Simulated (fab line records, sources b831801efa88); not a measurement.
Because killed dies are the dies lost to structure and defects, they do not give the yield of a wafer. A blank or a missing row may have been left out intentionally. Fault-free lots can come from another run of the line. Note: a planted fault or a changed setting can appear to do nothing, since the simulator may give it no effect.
Which of the tools did it? :: flow sky130 :: Sampling: 13 lots, 39 wafers, 2 of 708 route steps

== WHAT THE GAUGES SHOWED, per wafer ==
SKY_VT_ADJUST_NCORE_OVL_MEAS_08.
lot: L510
measured: day 8 18:00
on: overlay-02
VT_ADJUST_NCORE_OVL (nm): -0.1 -0.9 -0.9

lot: L511
measured: day 8 23:14
on: overlay-01
VT_ADJUST_NCORE_OVL (nm): 1.1 -1.3 -2.0

lot: L512
measured: day 9 08:26
on: overlay-02
VT_ADJUST_NCORE_OVL (nm): 0.0 -0.8 -2.1

lot: L513
measured: day 9 12:29
on: overlay-01
VT_ADJUST_NCORE_OVL (nm): -2.1 -2.4 0.1

lot: L514
measured: day 9 22:26
on: overlay-01
VT_ADJUST_NCORE_OVL (nm): -1.5 -0.6 -0.9

lot: L515
measured: day 10 10:41
on: overlay-02
VT_ADJUST_NCORE_OVL (nm): 2.1 0.5 -1.5

lot: L518
measured: day 11 05:20
on: overlay-01
VT_ADJUST_NCORE_OVL (nm): -0.3 -0.8 0.8

lot: L521
measured: day 12 05:41
on: overlay-02
VT_ADJUST_NCORE_OVL (nm): -1.6 0.7 -2.5

lot: L523
measured: day 12 15:14
on: overlay-01
VT_ADJUST_NCORE_OVL (nm): -1.1 0.1 -0.2

lot: L524
measured: day 13 02:40
on: overlay-02
VT_ADJUST_NCORE_OVL (nm): -1.6 -2.1 -1.9

lot: L525
measured: day 13 05:26
on: overlay-02
VT_ADJUST_NCORE_OVL (nm): 0.7 1.8 1.3

lot: L526
measured: day 13 12:37
on: overlay-02
VT_ADJUST_NCORE_OVL (nm): 3.3 1.7 2.4

lot: L532
measured: day 15 16:26
on: overlay-02
VT_ADJUST_NCORE_OVL (nm): -1.0 -0.8 -0.8

== TOOL THAT RAN EACH LOT (tool first, then ch and the chambers of the sampled wafers, then the start) ==
lot: L510
SKY_VT_ADJUST_LVTN_STRIP_20: plasma asher-04 ch 0,1, day 7 20:53

lot: L511
SKY_VT_ADJUST_LVTN_STRIP_20: plasma asher-02 ch 0,1, day 8 01:51

lot: L512
SKY_VT_ADJUST_LVTN_STRIP_20: plasma asher-04 ch 0,1, day 8 10:35

lot: L513
SKY_VT_ADJUST_LVTN_STRIP_20: plasma asher-04 ch 0,1, day 8 14:35

lot: L514
SKY_VT_ADJUST_LVTN_STRIP_20: plasma asher-04 ch 0,1, day 9 00:20

lot: L515
SKY_VT_ADJUST_LVTN_STRIP_20: plasma asher-01 ch 0, day 9 12:01

lot: L518
SKY_VT_ADJUST_LVTN_STRIP_20: plasma asher-01 ch 0,1, day 10 06:00

lot: L521
SKY_VT_ADJUST_LVTN_STRIP_20: plasma asher-04 ch 1, day 11 05:10

lot: L523
SKY_VT_ADJUST_LVTN_STRIP_20: plasma asher-04 ch 1, day 11 15:06

lot: L524
SKY_VT_ADJUST_LVTN_STRIP_20: plasma asher-04 ch 0,1, day 12 02:45

lot: L525
SKY_VT_ADJUST_LVTN_STRIP_20: plasma asher-04 ch 0,1, day 12 04:52

lot: L526
SKY_VT_ADJUST_LVTN_STRIP_20: plasma asher-04 ch 0, day 12 12:49

lot: L532
SKY_VT_ADJUST_LVTN_STRIP_20: plasma asher-01 ch 0,1, day 14 14:03
- SKY_VT_ADJUST_LVTN_STRIP_20: strips in O2/N2.

== AS READ BY THE TOOLS THEMSELVES (means over the sampled wafers that have a number; for cases with no such wafer, the mark the record gives instead) ==
SKY_VT_ADJUST_LVTN_STRIP_20.
lot: L510
tool: plasma asher-04
drypump motor current A (A): 6.2
oes product au (a.u.): 0.718
strip time to endpoint s (s): 14.16

lot: L511
tool: plasma asher-02
drypump motor current A (A): 5.7
oes product au (a.u.): 0.719
strip time to endpoint s (s): 14.18

lot: L512
tool: plasma asher-04
drypump motor current A (A): 5.7
oes product au (a.u.): 0.717
strip time to endpoint s (s): 14.19

lot: L513
tool: plasma asher-04
drypump motor current A (A): 6.2
oes product au (a.u.): 0.717
strip time to endpoint s (s): 14.16

lot: L514
tool: plasma asher-04
drypump motor current A (A): 5.8
oes product au (a.u.): 0.714
strip time to endpoint s (s): 14.23

lot: L515
tool: plasma asher-01
drypump motor current A (A): 5.3
oes product au (a.u.): 0.719
strip time to endpoint s (s): 14.14

lot: L518
tool: plasma asher-01
drypump motor current A (A): 6.0
oes product au (a.u.): 0.712
strip time to endpoint s (s): 14.09

lot: L521
tool: plasma asher-04
drypump motor current A (A): 6.6
oes product au (a.u.): 0.716
strip time to endpoint s (s): 14.24

lot: L523
tool: plasma asher-04
drypump motor current A (A): 6.6
oes product au (a.u.): 0.714
strip time to endpoint s (s): 14.13

lot: L524
tool: plasma asher-04
drypump motor current A (A): 5.7
oes product au (a.u.): 0.717
strip time to endpoint s (s): 14.12

lot: L525
tool: plasma asher-04
drypump motor current A (A): 6.2
oes product au (a.u.): 0.714
strip time to endpoint s (s): 14.16

lot: L526
tool: plasma asher-04
drypump motor current A (A): 5.4
oes product au (a.u.): 0.716
strip time to endpoint s (s): 14.24

lot: L532
tool: plasma asher-01
drypump motor current A (A): 6.0
oes product au (a.u.): 0.714
strip time to endpoint s (s): 14.19

== THE ANSWER, worked out from the rows above alone ==
Rule: usual is defined by the lots themselves. Put in order of their means at a reading, lots are off if they are a third of the lots or fewer, leave a main group of 4 or more, and stand apart from it by a gap of 3 or more times the standard deviation of the main group's means; of several such gaps the widest counts. The tables above print the reading to a certain number of digits; a main group whose means all agree to those digits is not used. A lot without any number at a reading at which 4 lots or more have one is off too. Any other lot the step has rows for is counted as sound. Order of review: gauges by route order, followed by the tools' own readings, for which a lot's mean as printed above is used. The first step at which some lot is off is used, and at that step the reading that is off furthest; a lot without a number counts as furthest.
Nothing can be told from this: no lot is off at any reading shown.

== WHAT THE SIMULATOR HAD PUT IN ==
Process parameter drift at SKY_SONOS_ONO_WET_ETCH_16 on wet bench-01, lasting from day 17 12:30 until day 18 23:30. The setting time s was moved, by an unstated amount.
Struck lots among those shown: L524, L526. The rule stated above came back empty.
